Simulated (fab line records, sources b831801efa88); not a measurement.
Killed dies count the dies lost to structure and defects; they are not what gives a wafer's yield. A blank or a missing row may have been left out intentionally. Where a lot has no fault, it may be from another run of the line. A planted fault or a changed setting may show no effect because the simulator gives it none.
The same fault as seen by 2 desks	flow gf180mcu	each desk holds nothing but its own numbers, with what lay behind them at the end

THE METROLOGY DESK
What the gauges read for every lot (on any tool): the sampled wafers with a number, averaged. If a lot's mean is further than 4 standard deviations from the usual mean, the lot is out of limits and carries the mark OUT (the distance appears in the brackets).
Columns: A = cd nm at GF_HV_LDD_CD_MEAS_07, usual 399.8 nm
lot	first seen here	A
L690	day 10 11:31	398.1
L691	day 10 17:38	394.5
L697	day 12 14:31	399.4
L703	day 14 07:01	406.1
L705	day 14 23:00	411.5 (+5.6) OUT
L706	day 15 05:50	405.5
L708	day 15 21:10	401.9
L710	day 16 18:10	400.9
L711	day 16 21:11	400.9
L712	day 17 04:51	398.2
This desk's finding: out of limits on L705; first on L705, day 14 23:00 (cd nm at GF_HV_LDD_CD_MEAS_07). L690, L691, L697, L703, L706, L708, L710, L711, L712 stayed within limits.

TOOL OWNER'S DESK, litho track-03
The tool's own readings at GF_HV_LDD_COAT_02 (resist thk 1000 nm): means of the sampled wafers that have a number, for each lot that ran on this tool. If a lot's mean is further than 4 standard deviations from the usual mean, the lot is out of limits and carries the mark OUT (the distance appears in the brackets).
Columns: A = chill plate temp C at GF_HV_LDD_COAT_02, usual 22.99 C
lot	first seen here	A
L690	day 10 01:53	22.99
L691	day 10 07:56	22.94
L697	day 12 04:11	22.99
L703	day 13 20:26	22.99
L705	day 14 12:28	23.11
L706	day 14 18:41	22.91
This desk's finding: nothing out of limits on any of the 6 lots.

BROUGHT TOGETHER
On L705, the metrology desk was in a position to raise an alarm at day 14 23:00.
Nothing out of limits was seen by the tool owner's desk.
The tool owner's desk has L705 on record, within its limits.
Of the lots named, all ran GF_HV_LDD_COAT_02 on litho track-03.

WHAT THE SIMULATOR HAD PUT IN
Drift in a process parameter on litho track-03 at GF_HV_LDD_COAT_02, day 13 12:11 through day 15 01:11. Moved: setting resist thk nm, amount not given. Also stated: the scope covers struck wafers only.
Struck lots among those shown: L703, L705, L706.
Per desk, hours elapsed from the start of the fault to the first reading out of limits: for the metrology desk, 35.
